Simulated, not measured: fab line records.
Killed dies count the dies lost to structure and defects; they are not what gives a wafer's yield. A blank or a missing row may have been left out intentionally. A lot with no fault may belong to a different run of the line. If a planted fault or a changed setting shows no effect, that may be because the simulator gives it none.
fab line records	flow sky130
record: lots: 11	wafers: 33	last_day: 50
route steps=708 shown LDD_N@248 LI_CONTACT@376 METAL1@450 VIA1@480
lots with no fault: from the same line, run without faults
start_h: the number of hours between the record's first day and the start of the first shown wafer of the lot	wait_h: time in hours since the lot's previous step	" repeats the value in the row above	L1.1+2: several wafers, shown together as one row	- no value, or no start was given	* or withheld: withheld	< > ~ a bound
route shown NAME@n: NAME is a module with steps in the file, n the number in the route of the first one	usual: mean/standard deviation of fault-free wafers	same: alike in all rows	chamber/n: place in a boat	sites: readings site by site	_std_site: standard deviation across them	_edge_site: outer sites' mean less inner sites'	radius_mm: how far each site lies from the wafer's centre	mask NAME#n: copy n	behind: the most recent tool/chamber to have shaped the wafer	hold: reason for holding the lot/hours on hold/outcome of the hold	device: which transistor (n, p or np) failed to switch	end of line: the same wafers' tests at the end of the route	a step without rows: its recipe alone	killed: at the first sort, the dies lost to defects and structure; wafer yield is something else	map: dies across one wafer; x = killed, . = not, _ = none there
set.NAME: setting as actually run; set.NAME@STEP: the setting as run at that earlier step	model.NAME: the simulator's own value behind a step, which no gauge read
one table for each step of the route and one row for each wafer, over a sample of lots
services: when a tool's chamber went out of use (start_h, in hours from the record's first day, below 0 if earlier), for how many hours, and the reason
== steps ==
step: SKY_LDD_N_IMPLANT_11
recipe: species: As	energy_kev: 20	dose_cm2: 7.5e+13	tilt_deg: withheld	rotation_deg: 293
usual: dose_ions_cm2: 7.5e+13/6.6e+10
lot.wafer	tool	chamber	start_h	wait_h	dose_ions_cm2
L539.2	implanter-03	0	397.97	0.1	7.488e+13
L539.3	"	0	"	"	7.499e+13
L539.4	"	0	"	"	7.497e+13
L542.1	implanter-04	0	415.96	0.1	7.494e+13
L542.4	"	0	"	"	7.495e+13
L542.6	"	0	"	"	7.496e+13
L540.1	implanter-03	0	416.04	0.1	7.5e+13
L540.5	"	0	"	"	7.51e+13
L540.6	"	0	"	"	7.511e+13
L543.2	implanter-04	0	429.93	0.1	7.499e+13
L543.3	"	0	"	"	7.491e+13
L543.6	"	0	"	"	7.491e+13
L543.2	implanter-04	0	430.25	0.3	7.504e+13
L543.3	"	0	"	"	7.514e+13
L543.6	"	0	"	"	7.512e+13
L547.2	implanter-03	0	466.66	0.1	7.485e+13
L547.4	"	0	"	"	7.501e+13
L547.6	"	0	"	"	7.486e+13
L547.2	implanter-03	0	466.98	0.3	7.495e+13
L547.4	"	0	"	"	7.494e+13
L547.6	"	0	"	"	7.49e+13
L553.1	implanter-04	0	529.06	0.1	7.497e+13
L553.3	"	0	"	"	7.488e+13
L553.5	"	0	"	"	7.501e+13
L555.1	implanter-02	0	550.34	0.1	7.501e+13
L555.2	"	0	"	"	7.491e+13
L555.6	"	0	"	"	7.496e+13
L556.2	implanter-04	0	550.66	0.1	7.515e+13
L556.3	"	0	"	"	7.511e+13
L556.6	"	0	"	"	7.501e+13
L557.1	implanter-02	0	556.71	0.1	7.499e+13
L557.3	"	0	"	"	7.499e+13
L557.5	"	0	"	"	7.507e+13
L558.1	implanter-04	0	567.21	0.1	7.5e+13
L558.3	"	0	"	"	7.499e+13
L558.6	"	0	"	"	7.505e+13
L562.2	implanter-04	0	604.01	0.1	7.498e+13
L562.3	"	0	"	"	7.485e+13
L562.5	"	0	"	"	7.489e+13
step: SKY_LDD_N_STRIP_16
recipe: chemistry: O2/N2	power_w: 1400	pressure_mtorr: 1500	platen_temp_c: withheld	o2_flow_sccm: 3000	n2_flow_sccm: 300	overash_fraction: 0.5
usual: drypump_motor_current_A: 5.5/0.5	oes_product_au: 0.407/0.0043	strip_time_to_endpoint_s: 4.315/0.014
lot.wafer	tool	chamber	start_h	wait_h	drypump_motor_current_A	oes_product_au	rf_hours_counter_h	strip_time_to_endpoint_s
L539.2	plasma_asher-02	1	402.82	0.1	5.3	0.407	28	4.344
L539.3	"	1	"	"	5.3	0.412	-	4.318
L539.4	"	0	"	"	5.4	0.406	-	4.333
L542.1	plasma_asher-02	0	416.71	0.1	5.3	0.402	29	4.308
L542.4	"	1	"	"	5.4	0.405	-	4.291
L542.6	"	0	"	"	5.3	0.414	-	4.305
L540.1	plasma_asher-04	0	416.79	0.1	5.9	0.408	70	4.340
L540.5	"	0	"	"	5.9	0.403	-	4.334
L540.6	"	1	"	"	6.0	0.407	-	4.335
L543.2	plasma_asher-02	0	431.18	0.1	5.3	0.406	31	4.530
L543.3	"	0	"	"	5.3	0.408	-	4.506
L543.6	"	0	"	"	5.3	0.404	-	4.541
L547.2	plasma_asher-01	0	467.84	0.1	4.8	0.414	78	4.550
L547.4	"	0	"	"	4.8	0.411	-	4.552
L547.6	"	0	"	"	4.8	0.412	-	4.551
L553.1	plasma_asher-01	1	529.81	0.1	6.3	0.407	84	4.284
L553.3	"	0	"	"	4.8	0.406	-	4.286
L553.5	"	0	"	"	4.8	0.407	-	4.311
L555.1	plasma_asher-01	0	551.09	0.1	4.9	0.407	87	4.305
L555.2	"	1	"	"	6.2	0.410	87	4.324
L555.6	"	1	"	"	6.2	0.403	-	4.311
L556.2	plasma_asher-02	0	551.39	0.1	5.3	0.409	43	4.311
L556.3	"	1	"	"	5.4	0.403	-	4.300
L556.6	"	0	"	"	5.3	0.410	-	4.309
L557.1	plasma_asher-01	1	557.46	0.1	6.2	0.411	87	4.329
L557.3	"	1	"	"	6.2	0.396	-	4.292
L557.5	"	1	"	"	6.2	0.407	-	4.304
L558.1	plasma_asher-04	0	567.96	0.1	5.9	0.396	14	4.340
L558.3	"	0	"	"	5.9	0.403	-	4.308
L558.6	"	0	"	"	5.9	0.408	-	4.315
L562.2	plasma_asher-02	1	604.74	0.1	5.4	0.403	49	4.313
L562.3	"	0	"	"	5.3	0.408	-	4.308
L562.5	"	0	"	"	5.3	0.404	-	4.298
step: SKY_LDD_N_TW_MEAS_17
usual: LDD_N_TW: 2597/12
lot.wafer	tool	chamber	start_h	wait_h	LDD_N_TW
L539.2	film_metro-01	-	402.93	0.1	2592
L539.3	"	-	"	"	2591
L539.4	"	-	"	"	2596
L542.1	film_metro-01	-	416.81	0.1	2576
L542.4	"	-	"	"	2594
L542.6	"	-	"	"	2598
L540.1	film_metro-02	-	416.89	0.1	2592
L540.5	"	-	"	"	2583
L540.6	"	-	"	"	2593
L543.2	film_metro-01	-	431.29	0.1	2704
L543.3	"	-	"	"	2708
L543.6	"	-	"	"	2697
L547.2	film_metro-02	-	467.95	0.1	2698
L547.4	"	-	"	"	2698
L547.6	"	-	"	"	2717
L553.1	film_metro-01	-	529.91	0.1	2613
L553.3	"	-	"	"	2612
L553.5	"	-	"	"	2597
L555.1	film_metro-04	-	551.19	0.1	2605
L555.2	"	-	"	"	2603
L555.6	"	-	"	"	2590
L556.2	film_metro-02	-	551.50	0.1	2596
L556.3	"	-	"	"	2593
L556.6	"	-	"	"	2605
L557.1	film_metro-04	-	557.56	0.1	2592
L557.3	"	-	"	"	2590
L557.5	"	-	"	"	2602
L558.1	film_metro-01	-	568.06	0.1	2615
L558.3	"	-	"	"	2610
L558.6	"	-	"	"	2596
L562.2	film_metro-01	-	604.85	0.1	2604
L562.3	"	-	"	"	2616
L562.5	"	-	"	"	2605
step: SKY_LI_CONTACT_ETCH_14
recipe: chemistry: N2/H2	target: BARC	ion_energy_ev: 200	source_w: 500	bias_w: 100	pressure_mtorr: 30	n2_flow_sccm: 100	h2_flow_sccm: 200	stop_on: SiO2	time_s: 45.9	target_depth_a: 600
usual: drypump_motor_current_A: 6.0/0.46	oes_product_au: 0.855/0.0043	throttle_valve_pct: 13.224/0.0093
lot.wafer	tool	chamber	start_h	wait_h	drypump_motor_current_A	oes_product_au	rf_hours_counter_h	throttle_valve_pct
L539.2	rie_diel-01	0	677.86	0.0	6.6	0.859	7	13.218
L539.3	"	1	"	"	5.3	0.848	39	13.240
L539.4	"	2	"	"	6.2	0.859	41	13.207
L542.1	rie_diel-03	0	689.40	0.0	5.6	0.858	5	13.227
L542.4	"	3	"	"	5.7	0.861	50	13.214
L542.6	"	1	"	"	6.6	0.855	-	13.223
L540.1	rie_diel-04	2	689.92	0.0	6.0	0.854	9	13.219
L540.5	"	2	"	"	6.0	0.850	-	13.225
L540.6	"	3	"	"	6.0	0.857	-	13.233
L543.2	rie_diel-01	0	699.66	0.0	6.6	0.857	7	13.233
L543.3	"	1	"	"	5.3	0.857	40	13.214
L543.6	"	1	"	"	5.3	0.854	-	13.228
L547.2	rie_diel-03	2	735.31	0.0	6.2	0.853	2	13.234
L547.4	"	0	"	"	5.6	0.846	-	13.220
L547.6	"	1	"	"	6.6	0.852	-	13.227
L553.1	rie_diel-03	1	784.65	0.0	6.6	0.856	3	13.222
L553.3	"	0	"	"	5.5	0.854	8	13.219
L553.5	"	1	"	"	6.6	0.858	-	13.239
L555.1	rie_diel-03	1	802.40	0.0	6.6	0.845	4	13.230
L555.2	"	2	"	"	6.2	0.847	5	13.221
L555.6	"	1	"	"	6.6	0.852	-	13.222
L556.2	rie_diel-01	3	805.71	0.0	5.5	0.847	4	13.233
L556.3	"	2	"	"	6.2	0.862	1	13.203
L556.6	"	3	"	"	5.5	0.852	-	13.228
L557.1	rie_diel-03	1	807.70	0.0	6.6	0.854	4	13.227
L557.3	"	2	"	"	6.2	0.854	5	13.207
L557.5	"	3	"	"	5.7	0.856	-	13.224
L558.1	rie_diel-03	2	817.50	0.0	6.2	0.863	5	13.220
L558.3	"	1	"	"	6.6	0.856	5	13.227
L558.6	"	2	"	"	6.2	0.861	-	13.242
L562.2	rie_diel-01	0	857.18	0.0	6.6	0.856	10	13.228
L562.3	"	2	"	"	6.2	0.850	2	13.218
L562.5	"	2	"	"	6.2	0.862	-	13.239
step: SKY_METAL1_OVL_MEAS_16
usual: METAL1_OVL: -1/6.9
lot.wafer	tool	chamber	start_h	wait_h	METAL1_OVL[nm]
L539.2	overlay-02	-	759.38	0.1	-1
L539.3	"	-	"	"	-6
L539.4	"	-	"	"	-4
L542.1	overlay-02	-	772.57	0.1	2
L542.4	"	-	"	"	4
L542.6	"	-	"	"	-1
L540.1	overlay-02	-	774.72	0.1	-5
L540.5	"	-	"	"	-12
L540.6	"	-	"	"	-3
L543.2	overlay-02	-	783.18	0.1	2
L543.3	"	-	"	"	-6
L543.6	"	-	"	"	11
L547.2	overlay-02	-	819.80	0.1	-1
L547.4	"	-	"	"	-8
L547.6	"	-	"	"	-2
L553.1	overlay-01	-	870.62	0.1	-3
L553.3	"	-	"	"	-9
L553.5	"	-	"	"	-10
L555.1	overlay-02	-	887.34	0.1	-1
L555.2	"	-	"	"	-4
L555.6	"	-	"	"	-1
L556.2	overlay-01	-	890.58	0.1	6
L556.3	"	-	"	"	-2
L556.6	"	-	"	"	0
L557.1	overlay-02	-	893.89	0.1	-9
L557.3	"	-	"	"	-10
L557.5	"	-	"	"	-16
L558.1	overlay-02	-	902.73	0.1	0
L558.3	"	-	"	"	-2
L558.6	"	-	"	"	2
L562.2	overlay-01	-	941.03	0.1	6
L562.3	"	-	"	"	12
L562.5	"	-	"	"	6
step: SKY_VIA1_RS_MEAS_22
recipe: thk_meas_gauge: four-point-probe	reads: W_of_VIA1_CVD_21+TiN_of_VIA1_SPUTTER_20
usual: VIA1_W_RS: 0.427/0.0055
lot.wafer	tool	chamber	start_h	wait_h	VIA1_W_RS[ohm/sq]
L539.2	film_metro-03	-	787.48	0.1	0.430
L539.3	"	-	"	"	0.431
L539.4	"	-	"	"	0.428
L542.1	film_metro-04	-	800.85	0.1	0.430
L542.4	"	-	"	"	0.430
L542.6	"	-	"	"	0.432
L540.1	film_metro-04	-	803.59	0.1	0.426
L540.5	"	-	"	"	0.422
L540.6	"	-	"	"	0.424
L543.2	film_metro-02	-	812.25	0.1	0.425
L543.3	"	-	"	"	0.429
L543.6	"	-	"	"	0.424
L547.2	film_metro-03	-	849.21	0.1	0.426
L547.4	"	-	"	"	0.424
L547.6	"	-	"	"	0.426
L553.1	film_metro-04	-	899.18	0.1	0.420
L553.3	"	-	"	"	0.423
L553.5	"	-	"	"	0.423
L555.1	film_metro-03	-	916.30	0.1	0.429
L555.2	"	-	"	"	0.423
L555.6	"	-	"	"	0.425
L556.2	film_metro-03	-	919.15	0.1	0.427
L556.3	"	-	"	"	0.422
L556.6	"	-	"	"	0.423
L557.1	film_metro-03	-	922.73	0.1	0.420
L557.3	"	-	"	"	0.425
L557.5	"	-	"	"	0.434
L558.1	film_metro-03	-	930.86	0.1	0.425
L558.3	"	-	"	"	0.425
L558.6	"	-	"	"	0.426
L562.2	film_metro-03	-	967.02	0.1	0.429
L562.3	"	-	"	"	0.422
L562.5	"	-	"	"	0.432
== services ==
tool	chamber	start_h	hours	kind
rie_diel-03	0	388.84	7.2	repair
rie_diel-01	2	428.89	4.5	repair
implanter-03	-	443.91	0.6	repair
rie_diel-03	3	450.67	4.2	repair
plasma_asher-01	-	463.48	1.9	repair
rie_diel-03	3	468.94	9.3	repair
implanter-03	-	485.75	3.7	repair
rie_diel-03	3	508.56	5.1	repair
plasma_asher-01	-	515.63	0.7	repair
plasma_asher-02	-	549.55	1.1	repair
implanter-04	-	575.97	1.9	repair
rie_diel-03	0	579.32	3.3	repair
implanter-04	-	593.32	3.0	repair
plasma_asher-02	-	623.57	4.3	repair
rie_diel-03	1	646.57	11.1	repair
implanter-04	-	653.44	3.2	repair
implanter-04	-	675.37	7.0	pm
implanter-04	-	706.73	15.4	repair
rie_diel-03	2	720.90	6.9	repair
implanter-04	-	739.27	2.4	repair
plasma_asher-02	-	742.75	2.8	pm
implanter-04	-	787.57	5.0	repair
rie_diel-03	3	796.76	3.7	repair
implanter-04	-	847.97	4.9	repair
== key ==
first_sign: step: SKY_LDD_N_IMPLANT_11	reading: visit	direction: added
effect: step: SKY_LDD_N_STRIP_16	reading: strip_time_to_endpoint_s	direction: up	sigmas: 15	usual: *	struck: *
effect: step: SKY_LDD_N_TW_MEAS_17	reading: LDD_N_TW	direction: up	sigmas: 8.9	usual: 2597	struck: 2704
met_at SKY_LDD_N_IMPLANT_11
struck_lots L543,L547
tester_left_out L543,L547
not_acting_at SKY_LI_CONTACT_ETCH_14,SKY_METAL1_OVL_MEAS_16,SKY_VIA1_RS_MEAS_22
fault: kind: repeated_step_whole	tool: implanter-02,implanter-03,implanter-04	chamber: -	onset_h: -	steps: SKY_LDD_N_IMPLANT_11	times: 1	scope: struck_lots_only
tester_left_out: of these lots the tester's yield and bins aren't shown, on N5 and GAA mostly nor the transistor test; their killed dies are dies lost to structure and defects alone, not to doping, threshold or leakage, so they don't give the yield
